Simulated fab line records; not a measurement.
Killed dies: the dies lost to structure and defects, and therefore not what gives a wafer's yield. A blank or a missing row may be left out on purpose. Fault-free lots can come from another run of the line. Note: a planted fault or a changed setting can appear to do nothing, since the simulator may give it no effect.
fab line records ; flow sky130
record lots=14; wafers=42; lastDay=50
route steps=708 shown POLY_GATE@229 PAD_OPEN@708
lots that met no fault: from a run of the same line without faults
startH: hours from the record's opening day to when the first of the lot's shown wafers began ; waitH: hours from the lot's prior step to this one ; " same as the row above ; L1.1+2: several wafers, shown together as one row ; - no value present, or no start provided ; * or withheld: withheld ; < > ~ a bound
route shown NAME@n: a module of which the file shows steps, and the number in the route of the first ; usual: average and standard deviation across the fault-free wafers ; same: alike in all rows ; chamber/n: place in a boat ; sites: per-site readings ; _std_site: the values' standard deviation ; _edge_site: the outer-site mean with the inner-site mean subtracted ; radiusMm: how far each site lies from the wafer's centre ; mask NAME#n: copy n ; behind: the most recent tool/chamber to have shaped the wafer ; hold: why the lot was held/for how many hours/how that ended ; device: whichever transistor did not switch (one of n, p or np) ; end of line: tests of these same wafers at the route's end ; a step given without rows: its recipe and nothing more ; killed: at the first sort, the dies lost to defects and structure; wafer yield is something else ; map: shows each die of a wafer: x if killed, . if not, _ if none is there
set.NAME: the setting the step ran with; set.NAME@STEP: the setting that earlier step ran with ; model.NAME: the simulator's own value behind a step, which no gauge read
the route's steps for a sample of lots (tables are steps, rows are wafers)
services: a tool's chamber out of use, with start hour (startH, from the record's first day; less than 0 if before it), hours out, and reason
## steps
# step SKY_POLY_GATE_ETCH_15
# recipe chemistry=N2/H2; target=BARC; ionEnergyEv=200; sourceW=500; biasW=100; pressureMtorr=30; n2FlowSccm=100; h2FlowSccm=200; stopOn=SiO2; timeS=118.5; targetDepthA=1100
# usual chamberPressureMTorr=29.995/0.026; drypumpMotorCurrentA=5.6/0.55; oesProductAu=0.716/0.0046; runLengthS=146.8/0.51; throttleValvePct=13.213/0.0088
lot.wafer;tool;chamber;startH;waitH;chamberPressureMTorr;drypumpMotorCurrentA;oesProductAu;rfHoursCounterH;runLengthS;throttleValvePct
L568.1;rieDiel-03;1;367.60;0.0;30.024;6.2;0.713;5;146.0;13.215
L568.2;rieDiel-03;3;367.60;0.0;29.969;4.7;0.713;3;146.1;13.204
L568.3;rieDiel-03;0;367.60;0.0;30.019;5.2;0.724;53;147.5;13.221
L569.1;rieDiel-04;0;380.71;0.0;29.970;5.9;0.716;0;147.1;13.216
L569.2;rieDiel-04;1;380.71;0.0;29.947;6.4;0.714;111;146.3;13.216
L569.6;rieDiel-04;2;380.71;0.0;29.991;5.4;0.710;-;146.9;13.217
L571.2;rieDiel-04;1;394.96;0.0;29.972;6.3;0.715;111;146.0;13.205
L571.3;rieDiel-04;3;394.96;0.0;29.980;5.9;0.716;22;147.2;13.210
L571.4;rieDiel-04;0;394.96;0.0;29.982;6.0;0.722;1;146.6;13.229
L570.3;rieDiel-02;1;395.28;0.0;30.006;5.3;0.708;110;147.3;13.211
L570.4;rieDiel-02;3;395.28;0.0;29.985;5.3;0.717;101;146.8;13.206
L570.5;rieDiel-02;1;395.28;0.0;30.021;5.3;0.709;-;147.4;13.208
L572.1;rieDiel-02;2;410.33;0.0;29.993;5.9;0.711;39;147.1;13.203
L572.3;rieDiel-02;3;410.33;0.0;29.954;5.3;0.720;101;146.7;13.205
L572.6;rieDiel-02;2;410.33;0.0;30.020;6.0;0.721;-;147.4;13.219
L574.3;rieDiel-04;0;425.23;0.0;30.030;5.9;0.717;2;146.6;13.215
L574.5;rieDiel-04;0;425.23;0.0;30.012;6.0;0.720;-;147.0;13.200
L574.6;rieDiel-04;2;425.23;0.0;30.009;5.4;0.719;-;146.7;13.224
L575.2;rieDiel-03;2;429.88;0.0;29.940;4.8;0.710;16;146.6;13.222
L575.3;rieDiel-03;1;429.88;0.0;29.977;6.2;0.717;6;146.1;13.224
L575.5;rieDiel-03;0;429.88;0.0;29.983;5.2;0.713;-;147.5;13.211
L576.4;rieDiel-04;2;436.73;0.0;29.965;5.4;0.715;10;146.9;13.207
L576.5;rieDiel-04;2;436.73;0.0;30.006;5.4;0.715;-;147.0;13.218
L576.6;rieDiel-04;1;436.73;0.0;29.943;6.3;0.716;-;146.1;13.227
L577.2;rieDiel-03;3;447.98;0.0;30.001;4.7;0.716;4;146.2;13.213
L577.3;rieDiel-03;2;447.98;0.0;29.968;4.8;0.711;16;146.6;13.206
L577.5;rieDiel-03;2;447.98;0.0;29.971;4.8;0.711;-;146.4;13.229
L578.2;rieDiel-03;0;452.05;0.0;30.026;5.2;0.718;54;147.2;13.206
L578.3;rieDiel-03;3;452.05;0.0;29.984;4.7;0.717;4;146.5;13.224
L578.5;rieDiel-03;1;452.05;0.0;30.029;6.2;0.717;-;146.0;13.214
L583.1;rieDiel-03;0;498.88;0.0;29.995;5.2;0.744;55;143.7;13.235
L583.3;rieDiel-03;3;498.88;0.0;29.999;4.7;0.714;5;146.3;13.194
L583.4;rieDiel-03;3;498.88;0.0;29.994;4.7;0.720;-;146.7;13.210
L584.1;rieDiel-03;1;508.71;0.0;30.010;6.2;0.740;8;142.3;13.223
L584.2;rieDiel-03;2;508.71;0.0;29.983;4.8;0.712;17;146.8;13.208
L584.5;rieDiel-03;3;508.71;0.0;30.001;4.7;0.744;-;142.2;13.206
L588.1;rieDiel-04;2;540.06;0.0;29.980;5.4;0.723;12;147.0;13.218
L588.3;rieDiel-04;3;540.06;0.0;29.949;5.8;0.716;26;147.3;13.216
L588.6;rieDiel-04;0;540.06;0.0;30.024;5.9;0.717;-;146.9;13.210
L590.1;rieDiel-04;3;554.23;0.0;30.021;5.8;0.717;26;147.6;13.227
L590.4;rieDiel-04;0;554.23;0.0;29.989;6.0;0.712;4;146.8;13.205
L590.6;rieDiel-04;3;554.23;0.0;29.999;5.9;0.710;-;147.3;13.203
# step SKY_PAD_OPEN_PROBE_99
# usual killed_at_M0_to_M3=42/6.1; killed_at_M4_up=3.1/1.7; killedAtContacts=24/5.5; killedAtFrontEnd=16/4.1; killedAtOther=0.3/0.57; killedDies=86/8.2; killedOpen=47/6.8; killedShort=38/5.8
# same grossDies=492; killedAtBackSide=0
lot.wafer;tool;chamber;startH;waitH;killed_at_M0_to_M3;killed_at_M4_up;killedAtContacts;killedAtFrontEnd;killedAtOther;killedDies;killedOpen;killedShort
L568.1;prober-02;-;1076.14;0.1;45;2;25;21;2;95;46;47
L568.2;prober-02;-;1076.19;0.1;43;2;16;16;0;77;44;33
L568.3;prober-02;-;1076.24;0.2;44;3;14;17;1;79;45;34
L574.3;prober-02;-;1113.61;0.2;42;4;21;15;0;82;44;37
L574.5;prober-02;-;1113.71;0.2;46;5;20;21;0;92;47;45
L574.6;prober-02;-;1113.76;0.2;41;6;43;16;0;106;59;46
L576.4;prober-02;-;1121.81;0.2;42;3;24;6;1;76;47;29
L576.5;prober-02;-;1121.86;0.2;41;3;34;10;0;88;57;30
L576.6;prober-02;-;1121.91;0.2;38;3;21;25;1;88;50;38
L577.2;prober-01;-;1128.04;0.1;43;2;20;13;0;78;46;32
L577.3;prober-01;-;1128.09;0.2;47;3;18;15;0;83;51;32
L577.5;prober-01;-;1128.19;0.2;34;7;27;12;0;80;43;37
L578.2;prober-02;-;1129.74;0.1;43;3;20;19;0;85;53;32
L578.3;prober-02;-;1129.79;0.2;45;2;27;13;1;88;46;42
L578.5;prober-02;-;1129.89;0.2;41;3;28;13;0;85;48;37
L583.1;prober-01;-;1159.68;0.1;52;1;35;12;1;101;63;36
L583.3;prober-01;-;1159.78;0.2;49;3;22;14;2;90;49;39
L583.4;prober-01;-;1159.83;0.2;38;1;22;12;1;74;49;24
# killed by level:class
L568.1 VIA2:geometricParticle:open=9 VIA3:geometricParticle:open=8 METAL1:geometricParticle:short=7 POLY_GATE:geometricParticle:short=7 CONTACT:geometricParticle:open=7 METAL2:geometricParticle:short=7 LI_CONTACT:geometricParticle:short=6 LI_CONTACT:geometricParticle:open=6
L568.2 VIA1:geometricParticle:open=8 VIA2:geometricParticle:open=8 METAL2:geometricParticle:short=7 CONTACT:geometricParticle:open=6 VIA3:geometricParticle:open=6 VIA1:geometricParticle:short=5 FIELD_ISO:geometricParticle:open=4 FIELD_ISO:geometricParticle:short=3
L568.3 VIA3:geometricParticle:open=9 VIA1:geometricParticle:open=6 METAL2:geometricParticle:short=6 VIA2:geometricParticle:open=6 FIELD_ISO:geometricParticle:open=5 LI_CONTACT:geometricParticle:open=5 VIA1:geometricParticle:short=4 POLY_GATE:geometricParticle:open=4
L574.3 VIA1:geometricParticle:open=9 VIA3:geometricParticle:open=9 METAL1:geometricParticle:short=8 CONTACT:geometricParticle:open=7 METAL2:geometricParticle:short=5 LOCAL_INTERCONNECT:geometricParticle:short=5 POLY_GATE:geometricParticle:open=4 CONTACT:geometricParticle:short=4
L574.5 CONTACT:geometricParticle:open=10 VIA1:geometricParticle:short=9 POLY_GATE:geometricParticle:open=8 LI_CONTACT:geometricParticle:open=7 VIA1:geometricParticle:open=7 VIA3:geometricParticle:open=7 METAL1:geometricParticle:short=6 FIELD_ISO:geometricParticle:short=5
L574.6 CONTACT:geometricParticle:open=14 VIA1:geometricParticle:open=13 LI_CONTACT:geometricParticle:open=12 VIA2:geometricParticle:open=7 LOCAL_INTERCONNECT:geometricParticle:short=7 FIELD_ISO:geometricParticle:short=6 LI_CONTACT:geometricParticle:short=6 METAL4:geometricParticle:short=6
L576.4 VIA1:geometricParticle:open=14 CONTACT:geometricParticle:open=8 VIA2:geometricParticle:open=7 LOCAL_INTERCONNECT:geometricParticle:short=6 CONTACT:geometricParticle:short=5 LI_CONTACT:geometricParticle:open=5 METAL2:geometricParticle:short=5 METAL1:geometricParticle:short=3
L576.5 CONTACT:geometricParticle:open=17 VIA1:geometricParticle:open=13 LI_CONTACT:geometricParticle:open=10 VIA1:geometricParticle:short=7 VIA3:geometricParticle:open=6 METAL1:geometricParticle:short=6 FIELD_ISO:geometricParticle:open=3 LI_CONTACT:geometricParticle:short=3
L576.6 POLY_GATE:geometricParticle:open=9 CONTACT:geometricParticle:open=9 VIA1:geometricParticle:open=8 FIELD_ISO:geometricParticle:open=6 VIA3:geometricParticle:short=6 LI_CONTACT:geometricParticle:open=6 VIA3:geometricParticle:open=5 VIA1:geometricParticle:short=5
L577.2 VIA1:geometricParticle:open=8 CONTACT:geometricParticle:open=8 VIA2:geometricParticle:open=7 CONTACT:geometricParticle:short=6 VIA3:geometricParticle:open=6 POLY_GATE:geometricParticle:short=5 METAL1:geometricParticle:short=5 METAL1:geometricParticle:open=5
L577.3 VIA3:geometricParticle:open=11 LI_CONTACT:geometricParticle:open=8 VIA1:geometricParticle:open=8 VIA2:geometricParticle:open=8 CONTACT:geometricParticle:open=6 METAL2:geometricParticle:short=6 FIELD_ISO:geometricParticle:short=5 POLY_GATE:geometricParticle:short=3
L577.5 CONTACT:geometricParticle:open=12 VIA1:geometricParticle:open=12 LI_CONTACT:geometricParticle:open=7 FIELD_ISO:geometricParticle:short=6 METAL1:geometricParticle:short=6 METAL4:geometricParticle:short=5 POLY_GATE:geometricParticle:short=4 LI_CONTACT:geometricParticle:short=4
L578.2 VIA1:geometricParticle:open=14 LI_CONTACT:geometricParticle:open=10 VIA3:geometricParticle:open=8 VIA2:geometricParticle:short=7 POLY_GATE:geometricParticle:open=6 VIA2:geometricParticle:open=5 FIELD_ISO:geometricParticle:short=4 POLY_GATE:geometricParticle:short=3
L578.3 CONTACT:geometricParticle:open=11 VIA3:geometricParticle:open=9 VIA1:geometricParticle:open=8 VIA2:geometricParticle:open=8 METAL2:geometricParticle:short=7 POLY_GATE:geometricParticle:short=6 LOCAL_INTERCONNECT:geometricParticle:short=5 POLY_GATE:geometricParticle:open=4
L578.5 LI_CONTACT:geometricParticle:open=10 VIA1:geometricParticle:open=9 CONTACT:geometricParticle:open=7 METAL1:geometricParticle:short=6 METAL2:geometricParticle:short=5 POLY_GATE:geometricParticle:open=4 CONTACT:geometricParticle:short=4 VIA2:geometricParticle:open=4
L583.1 CONTACT:geometricParticle:open=21 VIA1:geometricParticle:open=12 METAL2:geometricParticle:short=12 LI_CONTACT:geometricParticle:open=8 METAL1:geometricParticle:short=8 VIA3:geometricParticle:open=7 VIA2:geometricParticle:open=5 METAL2:geometricParticle:open=5
L583.3 METAL2:geometricParticle:short=12 VIA1:geometricParticle:open=8 LI_CONTACT:geometricParticle:open=7 CONTACT:geometricParticle:open=7 VIA2:geometricParticle:open=6 VIA3:geometricParticle:open=6 CONTACT:geometricParticle:short=4 METAL2:geometricParticle:open=4
L583.4 VIA1:geometricParticle:open=13 CONTACT:geometricParticle:open=10 VIA3:geometricParticle:open=6 POLY_GATE:geometricParticle:short=4 LI_CONTACT:geometricParticle:open=4 CONTACT:geometricParticle:short=4 VIA2:geometricParticle:open=4 VIA3:geometricParticle:short=4
## services
tool;chamber;startH;hours;kind
rieDiel-04;0;349.82;-;clean
rieDiel-04;0;349.82;17.5;scheduledDown
rieDiel-04;0;349.82;17.5;ventCycle
rieDiel-03;3;357.25;6.5;repair
rieDiel-03;2;365.62;4.8;repair
rieDiel-04;2;366.45;4.3;repair
rieDiel-03;-;379.21;2.8;pm
rieDiel-04;-;393.92;0.2;repair
rieDiel-04;1;397.64;-;clean
rieDiel-04;1;397.64;29.7;scheduledDown
rieDiel-04;1;397.64;29.7;ventCycle
rieDiel-04;2;405.26;12.4;repair
rieDiel-02;1;406.16;-;clean
rieDiel-02;1;406.16;14.0;scheduledDown
rieDiel-02;1;406.16;14.0;ventCycle
rieDiel-04;0;413.68;4.3;repair
rieDiel-02;0;433.02;4.2;repair
rieDiel-02;-;442.67;0.5;repair
rieDiel-02;1;459.92;11.6;repair
rieDiel-02;-;473.68;28.1;pm
rieDiel-03;1;493.24;7.0;repair
rieDiel-04;2;507.37;4.2;repair
rieDiel-03;0;509.87;7.7;repair
rieDiel-02;-;523.24;1.0;repair
## key
firstSign step=SKY_POLY_GATE_ETCH_15; reading=runLengthS; direction=down; sigmas=7.9; usual=*; struck=*
effect step=SKY_POLY_GATE_ETCH_15; reading=oesProductAu; direction=up; sigmas=5.9; usual=0.716; struck=0.743
metAt SKY_POLY_GATE_ETCH_15
struckLots L583,L584
struckWafers L583.1,L584.1,L584.5
testerLeftOut L583,L584
onsetBetween 452.05 498.88
fault kind=processParameterDrift; tool=rieDiel-03; chamber=-; onsetH=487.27; steps=SKY_POLY_GATE_ETCH_15; channel=timeS; offset=*; shape=step; endH=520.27; scope=struckWafersOnly; actsIn=*; stated=*
# testerLeftOut: of these lots the tester's yield and bins aren't shown, on N5 and GAA mostly nor the transistor test; their killed dies are dies lost to structure and defects alone, not to doping, threshold or leakage, so they don't give the yield
